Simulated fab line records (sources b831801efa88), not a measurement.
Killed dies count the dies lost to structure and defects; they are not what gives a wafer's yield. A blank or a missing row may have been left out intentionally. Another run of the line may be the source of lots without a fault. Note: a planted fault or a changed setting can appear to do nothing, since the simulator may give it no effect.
fab line records	flow sky130
record lots=12	wafers=36	last_day=49
route steps=708 shown VT_ADJUST_LVTN@106 VT_ADJUST_HVTR@142 GATE_OXIDE@188 PAD_OPEN@708
lots that met no fault: taken from a fault-free run of the same line
start_h: the number of hours between the record's first day and the start of the first shown wafer of the lot	wait_h: time in hours since the lot's previous step	" unchanged from the row above	L1.1+2: several wafers, shown together as one row	- value missing, or start not given	* or withheld: withheld	< > ~ a bound
route shown NAME@n: NAME is a module with steps in the file, n the number in the route of the first one	usual: mean/standard deviation taken from wafers without a fault	same: alike in all rows	chamber/n: place in a boat	sites: per-site readings	_std_site: their standard deviation	_edge_site: outer sites' mean less inner sites'	radius_mm: how far each site lies from the wafer's centre	mask NAME#n: copy n	behind: the most recent tool/chamber to have shaped the wafer	hold: why the lot was held/for how many hours/how that ended	device: which transistor (n, p or np) failed to switch	end of line: tests of these same wafers at the route's end	a step given without rows: its recipe and nothing more	killed: at the first sort, the dies lost to defects and structure; wafer yield is something else	map: the dies of a wafer, with x for killed, . for not killed, _ for no die there
set.NAME: the setting as run; set.NAME@STEP: as run at that earlier step	model.NAME: the simulator's own value behind a step, which no gauge read
route steps across a sampled set of lots; one table per step, one row per wafer
services: from which hour (start_h, from the record's first day; less than 0 if before it) a tool's chamber was out of use, for how many hours, and why
## steps
# step SKY_VT_ADJUST_LVTN_STRIP_09
# recipe chemistry=O2/N2	power_w=1400	pressure_mtorr=1500	platen_temp_c=withheld	o2_flow_sccm=3125	n2_flow_sccm=300	overash_fraction=0.5
# usual drypump_motor_current_A=6.02/0.25	oes_product_au=0.724/0.0046	strip_time_to_endpoint_s=36.80/0.12
lot.wafer	tool	chamber	start_h	wait_h	drypump_motor_current_A	oes_product_au	rf_hours_counter_h	strip_time_to_endpoint_s
L421.2	plasma_asher-04	0	156.68	0.1	6.36	0.724	37	36.99
L421.3	"	1	"	"	5.77	0.733	-	36.92
L421.5	"	1	"	"	5.78	0.720	-	36.87
L423.2	plasma_asher-04	0	164.83	0.1	6.36	0.732	38	36.72
L423.5	"	0	"	"	6.36	0.726	-	36.81
L423.6	"	1	"	"	5.72	0.735	-	36.82
L425.1	plasma_asher-02	0	175.35	0.1	6.34	0.725	6	36.76
L425.2	"	1	"	"	5.80	0.727	6	36.67
L425.4	"	1	"	"	5.81	0.723	-	36.79
L427.3	plasma_asher-02	1	187.51	0.1	5.81	0.721	-	37.00
L427.5	"	0	"	"	6.33	0.727	-	36.95
L427.6	"	1	"	"	5.82	0.721	-	37.05
L428.4	plasma_asher-02	1	193.74	0.1	5.80	0.722	-	36.90
L428.5	"	0	"	"	6.33	0.724	-	36.91
L428.6	"	1	"	"	5.81	0.728	-	36.94
L429.2	plasma_asher-04	0	199.98	0.1	6.36	0.721	41	36.84
L429.5	"	1	"	"	5.78	0.729	-	36.80
L429.6	"	0	"	"	6.35	0.720	-	36.79
L430.2	plasma_asher-01	1	206.02	0.1	5.96	0.729	52	36.77
L430.3	"	1	"	"	5.95	0.721	-	36.56
L430.6	"	1	"	"	6.00	0.721	-	36.65
L431.2	plasma_asher-02	0	212.73	0.1	6.30	0.721	9	36.92
L431.3	"	0	"	"	6.29	0.719	-	36.93
L431.5	"	1	"	"	5.82	0.726	-	36.95
L432.1	plasma_asher-04	1	219.70	0.1	5.78	0.727	43	36.75
L432.2	"	0	"	"	6.36	0.715	43	36.73
L432.5	"	1	"	"	5.78	0.728	-	36.67
L433.3	plasma_asher-01	1	225.64	0.1	6.00	0.729	-	36.93
L433.4	"	0	"	"	5.79	0.719	-	36.88
L433.6	"	1	"	"	6.00	0.725	-	36.78
L434.2	plasma_asher-04	0	233.50	0.1	6.39	0.715	44	36.73
L434.3	"	1	"	"	5.78	0.728	-	36.76
L434.5	"	0	"	"	6.39	0.722	-	36.75
L435.1	plasma_asher-02	1	241.18	0.1	5.79	0.722	12	36.81
L435.2	"	0	"	"	6.34	0.726	12	36.83
L435.3	"	0	"	"	6.32	0.716	-	36.75
# step SKY_VT_ADJUST_LVTN_TW_MEAS_21
# usual VT_ADJUST_LVTN_2_TW=187.3/2.9
lot.wafer	tool	chamber	start_h	wait_h	VT_ADJUST_LVTN_2_TW
L421.2	film_metro-04	-	177.56	0.1	186.4
L421.3	"	-	"	"	186.2
L421.5	"	-	"	"	185.7
L423.2	film_metro-01	-	185.66	0.1	185.1
L423.5	"	-	"	"	186.3
L423.6	"	-	"	"	187.0
L425.1	film_metro-01	-	197.09	0.1	185.0
L425.2	"	-	"	"	186.3
L425.4	"	-	"	"	185.2
L427.3	film_metro-02	-	210.15	0.1	190.6
L427.5	"	-	"	"	191.1
L427.6	"	-	"	"	191.6
L428.4	film_metro-01	-	216.55	0.1	185.0
L428.5	"	-	"	"	186.2
L428.6	"	-	"	"	184.5
L429.2	film_metro-02	-	223.16	0.1	190.0
L429.5	"	-	"	"	190.2
L429.6	"	-	"	"	190.6
L430.2	film_metro-02	-	229.53	0.1	190.5
L430.3	"	-	"	"	190.5
L430.6	"	-	"	"	190.5
L431.2	film_metro-02	-	235.66	0.1	191.2
L431.3	"	-	"	"	190.0
L431.5	"	-	"	"	190.3
L432.1	film_metro-02	-	243.80	0.1	190.2
L432.2	"	-	"	"	191.4
L432.5	"	-	"	"	190.7
L433.3	film_metro-01	-	249.05	0.1	184.3
L433.4	"	-	"	"	184.7
L433.6	"	-	"	"	184.6
L434.2	film_metro-01	-	257.26	0.1	184.5
L434.3	"	-	"	"	184.0
L434.5	"	-	"	"	184.1
L435.1	film_metro-02	-	264.72	0.1	191.0
L435.2	"	-	"	"	190.7
L435.3	"	-	"	"	191.5
# step SKY_VT_ADJUST_HVTR_TW_MEAS_11
# usual VT_ADJUST_HVTR_TW=208/3
lot.wafer	tool	chamber	start_h	wait_h	VT_ADJUST_HVTR_TW
L421.2	film_metro-02	-	222.46	0.1	213
L421.3	"	-	"	"	214
L421.5	"	-	"	"	213
L423.2	film_metro-03	-	231.11	0.1	205
L423.5	"	-	"	"	206
L423.6	"	-	"	"	205
L425.1	film_metro-03	-	243.80	0.1	206
L425.2	"	-	"	"	207
L425.4	"	-	"	"	206
L427.3	film_metro-03	-	257.76	0.1	206
L427.5	"	-	"	"	206
L427.6	"	-	"	"	207
L428.4	film_metro-01	-	263.77	0.1	206
L428.5	"	-	"	"	207
L428.6	"	-	"	"	206
L429.2	film_metro-01	-	271.25	0.1	208
L429.5	"	-	"	"	206
L429.6	"	-	"	"	207
L430.2	film_metro-01	-	276.75	0.1	207
L430.3	"	-	"	"	206
L430.6	"	-	"	"	207
L431.2	film_metro-03	-	284.70	0.1	206
L431.3	"	-	"	"	207
L431.5	"	-	"	"	207
L432.1	film_metro-01	-	293.04	0.1	207
L432.2	"	-	"	"	206
L432.5	"	-	"	"	207
L433.3	film_metro-01	-	299.07	0.1	208
L433.4	"	-	"	"	206
L433.6	"	-	"	"	206
L434.2	film_metro-03	-	308.25	0.1	206
L434.3	"	-	"	"	207
L434.5	"	-	"	"	206
L435.1	film_metro-03	-	315.04	0.1	207
L435.2	"	-	"	"	206
L435.3	"	-	"	"	207
# step SKY_GATE_OXIDE_OXIDATION_01
# recipe temp_c=900	ambient=O2	stabilise_s=600	purge_s=300	target_thk_a=102.68	ox_time_s=1473
# usual ox_temp_c_max=903.2/0.7
lot.wafer	tool	chamber	start_h	wait_h	ox_temp_c_max
L421.2	furnace-01	0	304.36	1.9	904.0
L421.3	"	0	"	"	902.3
L421.5	"	0	"	"	903.6
L423.2	furnace-02	0	315.96	2.3	902.0
L423.5	"	0	"	"	901.8
L423.6	"	0	"	"	902.7
L425.1	furnace-02	0	324.45	1.2	903.5
L425.2	"	0	"	"	902.2
L425.4	"	0	"	"	902.7
L427.3	furnace-02	0	338.29	0.0	902.7
L427.5	"	0	"	"	902.2
L427.6	"	0	"	"	902.4
L428.4	furnace-02	0	350.18	1.1	902.8
L428.5	"	0	"	"	904.7
L428.6	"	0	"	"	902.9
L429.2	furnace-01	0	357.82	2.6	903.2
L429.5	"	0	"	"	902.8
L429.6	"	0	"	"	904.1
L430.2	furnace-01	0	360.40	0.7	903.1
L430.3	"	0	"	"	904.0
L430.6	"	0	"	"	903.5
L431.2	furnace-01	0	378.71	7.7	902.9
L431.3	"	0	"	"	903.0
L431.5	"	0	"	"	903.6
L432.1	furnace-01	0	378.71	0.4	903.2
L432.2	"	0	"	"	904.3
L432.5	"	0	"	"	903.5
L433.3	furnace-01	0	394.32	7.3	903.2
L433.4	"	0	"	"	903.0
L433.6	"	0	"	"	903.5
L434.2	furnace-01	0	408.45	7.9	903.8
L434.3	"	0	"	"	903.5
L434.5	"	0	"	"	903.5
L435.1	furnace-01	0	418.07	4.6	903.2
L435.2	"	0	"	"	906.2
L435.3	"	0	"	"	903.3
# step SKY_GATE_OXIDE_THK_MEAS_02
# recipe reads=SiO2_of_GATE_OXIDE_OXIDATION_01
# usual GATE_OXIDE_OXIDATION_00_THK=10.19/0.16
lot.wafer	tool	chamber	start_h	wait_h	GATE_OXIDE_OXIDATION_00_THK[nm]
L421.2	film_metro-01	-	305.78	0.0	10.18
L421.3	"	-	"	"	10.39
L421.5	"	-	"	"	10.24
L423.2	film_metro-02	-	317.38	0.0	9.87
L423.5	"	-	"	"	9.93
L423.6	"	-	"	"	10.01
L425.1	film_metro-03	-	325.86	0.0	10.39
L425.2	"	-	"	"	10.41
L425.4	"	-	"	"	10.16
L427.3	film_metro-03	-	339.72	0.0	10.04
L427.5	"	-	"	"	10.08
L427.6	"	-	"	"	10.05
L428.4	film_metro-02	-	351.62	0.0	10.17
L428.5	"	-	"	"	10.34
L428.6	"	-	"	"	10.26
L429.2	film_metro-01	-	359.24	0.0	10.08
L429.5	"	-	"	"	9.95
L429.6	"	-	"	"	10.18
L430.2	film_metro-01	-	361.82	0.0	10.23
L430.3	"	-	"	"	10.31
L430.6	"	-	"	"	10.23
L432.1	film_metro-03	-	380.12	0.0	10.26
L432.2	"	-	"	"	10.40
L432.5	"	-	"	"	10.30
L431.2	film_metro-02	-	380.13	0.0	10.36
L431.3	"	-	"	"	10.43
L431.5	"	-	"	"	10.33
L433.3	film_metro-01	-	395.75	0.0	10.48
L433.4	"	-	"	"	10.28
L433.6	"	-	"	"	10.40
L434.2	film_metro-03	-	409.87	0.0	12.46
L434.3	"	-	"	"	12.49
L434.5	"	-	"	"	12.63
L435.1	film_metro-03	-	419.48	0.0	12.62
L435.2	"	-	"	"	12.39
L435.3	"	-	"	"	12.36
# step SKY_PAD_OPEN_PROBE_99
# usual killed_at_M0_to_M3=43/6.8	killed_at_M4_up=3.1/1.8	killed_at_contacts=25/5.8	killed_at_front_end=15/4.2	killed_at_other=0.3/0.5	killed_dies=87/9.7	killed_open=47/7.3	killed_short=39/6.6
# same gross_dies=492	killed_at_back_side=0
lot.wafer	tool	chamber	start_h	wait_h	killed_at_M0_to_M3	killed_at_M4_up	killed_at_contacts	killed_at_front_end	killed_at_other	killed_dies	killed_open	killed_short
L428.4	prober-01	-	1133.75	0.2	40	1	17	17	1	76	42	34
L428.5	prober-01	-	1133.80	0.2	49	3	25	13	0	90	50	40
L428.6	prober-01	-	1133.85	0.2	43	2	29	12	0	86	54	32
# killed by level:class
L428.4 VIA2:geometric_particle:open=9 LI_CONTACT:geometric_particle:open=8 METAL1:geometric_particle:short=8 VIA3:geometric_particle:open=6 FIELD_ISO:geometric_particle:open=5 VIA1:geometric_particle:open=5 CONTACT:geometric_particle:open=5 VIA2:geometric_particle:short=5
L428.5 CONTACT:geometric_particle:open=12 VIA3:geometric_particle:open=8 VIA1:geometric_particle:open=7 LI_CONTACT:geometric_particle:open=6 VIA1:geometric_particle:short=6 METAL1:geometric_particle:short=5 VIA2:geometric_particle:open=5 VIA2:geometric_particle:short=4
L428.6 VIA1:geometric_particle:open=16 LOCAL_INTERCONNECT:geometric_particle:short=8 LI_CONTACT:geometric_particle:open=7 CONTACT:geometric_particle:open=7 VIA2:geometric_particle:open=6 VIA3:geometric_particle:open=5 VIA1:geometric_particle:short=4 FIELD_ISO:geometric_particle:open=3
## services
tool	chamber	start_h	hours	kind
plasma_asher-02	-	180.13	0.4	repair
furnace-01	-	180.91	4.0	pm
plasma_asher-01	-	193.63	3.5	repair
plasma_asher-04	-	255.97	28.1	pm
furnace-02	-	271.52	3.9	pm
furnace-01	-	276.26	3.6	pm
plasma_asher-04	-	284.07	14.6	pm
furnace-02	-	297.83	3.9	pm
plasma_asher-04	-	298.67	2.8	pm
plasma_asher-02	-	303.73	8.0	repair
plasma_asher-04	-	303.85	0.3	repair
furnace-02	-	308.94	5.5	repair
furnace-01	-	311.09	2.3	repair
furnace-01	-	349.97	3.6	pm
furnace-02	-	360.54	29.4	repair
plasma_asher-01	-	362.83	4.4	repair
plasma_asher-02	-	382.35	14.6	pm
furnace-02	-	389.94	25.7	pm
## key
first_sign step=SKY_GATE_OXIDE_THK_MEAS_02	reading=GATE_OXIDE_OXIDATION_00_THK	direction=up	sigmas=14	usual=10.19	struck=12.49
effect none on later readings
met_at SKY_GATE_OXIDE_OXIDATION_01
struck_lots L434,L435
tester_left_out L434,L435
not_acting_at SKY_VT_ADJUST_LVTN_STRIP_09,SKY_VT_ADJUST_LVTN_TW_MEAS_21,SKY_VT_ADJUST_HVTR_TW_MEAS_11
onset_between 394.32 408.45
also_fits time
fault kind=process_parameter_drift	tool=furnace-01	chamber=-	onset_h=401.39	steps=SKY_GATE_OXIDE_OXIDATION_01	channel=ox_time_s	offset=*	shape=step	end_h=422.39	acts_in=*	stated=*
# tester_left_out: of these lots the tester's yield and bins aren't shown, on N5 and GAA mostly nor the transistor test; their killed dies are dies lost to structure and defects alone, not to doping, threshold or leakage, so they don't give the yield
